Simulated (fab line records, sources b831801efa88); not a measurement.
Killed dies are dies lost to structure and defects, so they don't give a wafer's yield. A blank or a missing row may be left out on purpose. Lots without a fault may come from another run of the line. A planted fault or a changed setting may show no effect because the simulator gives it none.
fab line records | flow sky130
record lots=13 wafers=39 last_day=50
route steps=708 shown SONOS_ONO@168 LI_CONTACT@383 CONTACT@433 METAL1@435
lots that met no fault: from a run of the same line without faults
start_h: hours from the record's first day to the start of the lot's first wafer shown | wait_h: hours since the lot's step before | " the same as in the row above | L1.1+2: a row that stands for several wafers | - no value, or no start given | * or withheld: withheld | < > ~ a bound
route shown NAME@n: a module of which the file shows steps, and the number in the route of the first | usual: mean/standard deviation of fault-free wafers | same: alike in all rows | chamber/n: place in a boat | sites: the reading at each site | _std_site: their standard deviation | _edge_site: outer sites' mean less inner sites' | radius_mm: how far each site lies from the wafer's centre | mask NAME#n: copy n | behind: the tool/chamber that last shaped the wafer | hold: why the lot was held/for how many hours/how that ended | device: the transistor (n, p or np) that didn't switch | end of line: the same wafers' tests at the end of the route | a step without rows: its recipe alone | killed: dies lost to structure and defects at the first sort, not the wafer's yield | map: a wafer's dies, x killed, . not, _ none there
set.NAME: the setting as run; set.NAME@STEP: as run at that earlier step | model.NAME: the simulator's own value behind a step, which no gauge read
steps of the route over a sample of lots; a table a step, a row a wafer
services: from which hour (start_h, from the record's first day; less than 0 if before it) a tool's chamber was out of use, for how many hours, and why
## steps
# step SKY_SONOS_ONO_OXIDATION_00
# recipe temp_c=800 ambient=O2 idle_temp_c=700 ramp_up_c_per_min=10 ramp_down_c_per_min=3 stabilise_s=600 purge_s=300 target_thk_a=26 ox_time_s=1249
# usual ramp_up_c_per_min=9.9999/0.0018 spike_tc_centre_C=800.0/1.2 spike_tc_upper_C=799.4/1.1 zone_power_upper_pct=13.8/0.53
# columns lot.wafer tool chamber start_h wait_h ramp_up_c_per_min spike_tc_centre_C spike_tc_upper_C zone_power_upper_pct
L521.4 furnace-01 0 251.63 0.3 10.002 799.7 799.7 14.0
L521.5 " 0 " " 9.9975 800.5 800.3 14.2
L521.6 " 0 " " 9.9983 800.7 800.8 14.3
L522.2 furnace-01 0 258.08 0.0 9.9994 799.2 798.2 14.2
L522.4 " 0 " " 9.9971 798.4 801.4 14.2
L522.5 " 0 " " 9.9993 799.5 798.5 14.3
L523.2 furnace-02 0 265.91 0.3 9.9997 798.8 796.8 13.2
L523.3 " 0 " " 10.000 800.6 799.1 13.4
L523.6 " 0 " " 10.001 798.6 797.3 13.1
L524.1 furnace-02 0 273.16 0.1 10.002 800.4 799.0 13.3
L524.2 " 0 " " 9.9994 800.2 799.7 13.4
L524.3 " 0 " " 9.9964 798.2 799.1 13.3
L525.3 furnace-01 0 292.24 3.7 10.002 799.3 800.7 14.3
L525.4 " 0 " " 10.002 800.8 798.6 14.3
L525.6 " 0 " " 9.9985 802.4 797.7 14.4
L526.2 furnace-02 0 306.63 0.1 9.9983 798.3 798.0 13.3
L526.3 " 0 " " 10.003 798.5 798.6 13.4
L526.4 " 0 " " 10.001 797.8 799.0 13.7
L527.1 furnace-01 0 307.46 0.4 9.9987 798.6 798.6 14.5
L527.5 " 0 " " 10.001 801.1 798.8 14.1
L527.6 " 0 " " 10.001 800.6 800.3 14.4
L528.1 furnace-02 0 321.79 0.9 9.9983 799.8 798.2 13.3
L528.2 " 0 " " 10.000 797.7 798.8 13.2
L528.5 " 0 " " 9.9968 799.5 799.3 13.3
L529.1 furnace-01 0 324.38 0.1 9.9979 800.7 800.9 14.2
L529.3 " 0 " " 9.9958 799.5 800.4 14.3
L529.5 " 0 " " 10.002 799.8 799.6 14.3
L535.2 furnace-02 0 367.22 0.5 10.001 801.2 765.3 3.4
L535.4 " 0 " " 9.9980 804.3 766.2 3.4
L535.5 " 0 " " 10.003 803.8 765.1 3.4
L538.4 furnace-02 0 394.13 2.4 9.9996 803.5 765.2 3.4
L538.5 " 0 " " 9.9995 805.9 764.9 3.4
L538.6 " 0 " " 9.9988 805.0 767.3 3.4
L539.1 furnace-01 0 404.02 0.6 10.002 799.7 798.5 13.9
L539.5 " 0 " " 10.002 800.8 799.1 14.3
L539.6 " 0 " " 9.9960 800.4 800.4 14.4
L543.1 furnace-01 0 447.62 0.0 9.9970 801.4 800.0 14.2
L543.2 " 0 " " 10.000 799.1 799.3 14.3
L543.3 " 0 " " 9.9999 799.9 799.4 14.2
# step SKY_LI_CONTACT_CVD_21
# recipe material=W target_thk_nm=400 time_s=120.56 temp_c=400 pressure_torr=40
# usual heater_power_w=800/39
# same time_s=120.56
# columns lot.wafer tool chamber start_h wait_h heater_power_w
L521.4 cvd_w-02 0 672.48 0.1 770
L521.5 " 0 " " 768
L521.6 " 1 " " 835
L522.2 cvd_w-01 1 679.09 0.0 766
L522.4 " 0 " " 763
L522.5 " 0 " " 748
L523.2 cvd_w-01 1 692.14 0.0 762
L523.3 " 0 " " 757
L523.6 " 0 " " 756
L524.1 cvd_w-01 1 708.59 0.0 769
L524.2 " 0 " " 765
L524.3 " 1 " " 761
L525.3 cvd_w-02 1 722.44 0.1 861
L525.4 " 0 " " 790
L525.6 " 0 " " 777
L526.2 cvd_w-02 1 727.99 0.0 848
L526.3 " 1 " " 840
L526.4 " 0 " " 784
L527.1 cvd_w-02 0 731.24 0.0 766
L527.5 " 0 " " 793
L527.6 " 1 " " 849
L528.1 cvd_w-02 1 747.03 0.0 840
L528.2 " 0 " " 764
L528.5 " 1 " " 837
L529.1 cvd_w-02 0 754.79 0.0 788
L529.3 " 0 " " 778
L529.5 " 1 " " 870
L535.2 cvd_w-01 0 814.43 0.0 771
L535.4 " 0 " " 783
L535.5 " 0 " " 736
L538.4 cvd_w-02 0 816.28 0.1 799
L538.5 " 1 " " 846
L538.6 " 0 " " 812
L539.1 cvd_w-02 0 825.67 0.0 784
L539.5 " 0 " " 784
L539.6 " 1 " " 862
L543.1 cvd_w-02 0 865.45 0.0 808
L543.2 " 1 " " 829
L543.3 " 0 " " 792
# step SKY_CONTACT_CMP_27
# recipe stop_on=SiO2 t_overpolish_s=15 down_force_psi=3.5 platen_rpm=60 target_thk_nm=0 pad_velocity_m_s=0.94248
# usual motor_current_A=10.4/1.1 overpolish_run_s=14.999/0.0092 slurry_flow_ml_min=149.9/0.44 time_to_endpoint_s=82/4.5
# columns lot.wafer tool chamber start_h wait_h motor_current_A overpolish_run_s slurry_flow_ml_min time_to_endpoint_s
L521.4 cmp-02 2 728.59 0.1 9.1 14.981 150.1 84
L521.6 " 0 " " 12.4 14.996 150.3 86
L521.5 " 1 " " 10.6 15.006 149.9 83
L522.4 cmp-02 2 737.95 0.1 8.8 14.996 150.6 84
L522.2 " 3 " " 10.2 14.993 149.6 78
L522.5 " 2 " " 9.0 15.003 150.5 80
L523.2 cmp-01 2 749.29 0.0 10.9 14.992 149.9 91
L523.3 " 1 " " 8.8 14.993 150.1 78
L523.6 " 3 " " 10.8 15.005 149.6 85
L524.2 cmp-02 2 765.21 0.0 8.8 15.010 150.0 84
L524.3 " 0 " " 12.1 15.016 150.2 91
L524.1 " 1 " " 10.8 15.006 149.7 84
L525.3 cmp-02 2 778.30 0.0 9.2 14.992 150.8 86
L525.4 " 1 " " 9.8 15.007 150.9 83
L525.6 " 2 " " 9.2 15.009 150.9 84
L526.3 cmp-01 2 784.23 0.1 10.9 15.002 149.4 86
L526.4 " 3 " " 10.4 15.002 149.1 79
L526.2 " 0 " " 10.7 15.021 149.2 82
L527.1 cmp-01 1 788.43 0.2 8.4 15.011 149.7 79
L527.6 " 2 " " 11.5 15.008 149.8 89
L527.5 " 3 " " 9.7 14.999 150.3 79
L528.1 cmp-01 2 803.27 0.1 11.1 15.004 149.4 88
L528.2 " 3 " " 10.4 14.994 148.5 75
L528.5 " 3 " " 10.0 15.008 148.7 77
L529.1 cmp-02 1 811.15 0.1 10.5 15.012 149.8 80
L529.3 " 3 " " 10.1 14.984 150.7 80
L529.5 " 2 " " 9.3 14.999 149.7 83
L535.4 cmp-02 0 870.45 0.2 12.4 14.996 150.0 85
L535.2 " 3 " " 10.3 14.999 150.0 75
L535.5 " 0 " " 12.1 14.998 149.7 83
L538.4 cmp-01 1 872.17 0.1 8.9 15.005 149.2 74
L538.6 " 3 " " 10.2 14.995 149.5 76
L538.5 " 0 " " 10.1 15.010 149.3 78
L539.1 cmp-02 3 881.35 0.1 10.3 15.007 150.2 78
L539.5 " 2 " " 9.2 14.993 150.2 84
L539.6 " 3 " " 11.0 15.020 149.7 76
L543.2 cmp-02 0 920.05 0.0 12.4 14.996 150.5 89
L543.1 " 1 " " 10.5 14.996 150.0 89
L543.3 " 2 " " 9.6 15.010 150.2 85
# step SKY_METAL1_SPUTTER_01
# recipe material=TiN target_thk_nm=20 power_w=6500 time_s=16.7 chamber_pressure_pa=0.4
# usual throttle_valve_pct=30.0/1.3
# same time_s=16.7
# columns lot.wafer tool chamber start_h wait_h throttle_valve_pct
L521.4 pvd_sputter-02 - 728.81 0.0 30.5
L521.5 " - " " 28.6
L521.6 " - " " 29.8
L522.2 pvd_sputter-04 - 738.22 0.0 32.4
L522.4 " - " " 32.4
L522.5 " - " " 29.4
L523.2 pvd_sputter-03 - 749.61 0.0 30.8
L523.3 " - " " 29.5
L523.6 " - " " 30.3
L524.1 pvd_sputter-04 - 765.53 0.0 32.1
L524.2 " - " " 29.4
L524.3 " - " " 32.1
L525.3 pvd_sputter-03 - 778.62 0.0 29.9
L525.4 " - " " 28.1
L525.6 " - " " 30.2
L526.2 pvd_sputter-03 - 784.51 0.0 29.3
L526.3 " - " " 30.8
L526.4 " - " " 28.6
L527.1 pvd_sputter-03 - 788.60 0.0 31.0
L527.5 " - " " 30.8
L527.6 " - " " 28.5
L528.1 pvd_sputter-04 - 803.59 0.0 29.2
L528.2 " - " " 32.2
L528.5 " - " " 28.2
L529.1 pvd_sputter-04 - 811.47 0.0 28.6
L529.3 " - " " 32.2
L529.5 " - " " 29.6
L535.2 pvd_sputter-02 - 870.77 0.0 30.4
L535.4 " - " " 30.3
L535.5 " - " " 29.2
L538.4 pvd_sputter-02 - 872.40 0.0 29.5
L538.5 " - " " 30.4
L538.6 " - " " 28.5
L539.1 pvd_sputter-04 - 881.62 0.0 29.4
L539.5 " - " " 28.3
L539.6 " - " " 29.3
L543.1 pvd_sputter-03 - 920.37 0.0 30.3
L543.2 " - " " 29.4
L543.3 " - " " 28.8
## services
# columns tool chamber start_h hours kind
cmp-02 - 232.00 4.0 pm
furnace-01 - 274.35 12.6 pm
furnace-01 - 349.81 3.6 pm
cmp-02 - 361.97 6.1 pm
cmp-02 - 369.88 1.5 repair
furnace-01 - 389.32 3.3 pm
cmp-02 - 505.95 0.3 repair
cmp-02 - 519.00 5.0 pm
cmp-02 - 560.48 0.9 repair
cmp-02 - 572.00 4.0 pm
cmp-02 - 605.66 1.3 repair
furnace-01 - 632.28 4.3 pm
cmp-02 - 640.16 1.6 repair
cmp-02 - 660.97 0.4 repair
cvd_w-02 - 691.29 28.1 pm
cvd_w-02 - 719.39 2.8 pm
cmp-02 - 739.20 0.3 repair
cmp-02 - 784.14 1.8 repair
cmp-02 - 839.70 5.7 repair
cvd_w-02 - 845.11 1.3 repair
cmp-02 - 886.02 1.9 repair
cmp-02 - 888.00 4.4 pm
cvd_w-02 - 904.00 14.0 pm
cmp-02 - 912.00 4.0 pm
## key
first_sign step=SKY_SONOS_ONO_OXIDATION_00 reading=spike_tc_upper_C direction=down sigmas=31 usual=799.4 struck=765.7
effect step=SKY_SONOS_ONO_OXIDATION_00 reading=zone_power_upper_pct direction=down sigmas=20 usual=13.8 struck=3.4
met_at SKY_SONOS_ONO_OXIDATION_00
struck_lots L535,L538
tester_left_out L535,L538
not_acting_at SKY_LI_CONTACT_CVD_21,SKY_CONTACT_CMP_27,SKY_METAL1_SPUTTER_01
onset_between 321.79 367.22
fault kind=process_parameter_drift tool=furnace-02 chamber=- onset_h=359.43 steps=SKY_SONOS_ONO_OXIDATION_00 channel=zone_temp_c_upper offset=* shape=step end_h=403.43
# tester_left_out: of these lots the tester's yield and bins aren't shown, on N5 and GAA mostly nor the transistor test; their killed dies are dies lost to structure and defects alone, not to doping, threshold or leakage, so they don't give the yield
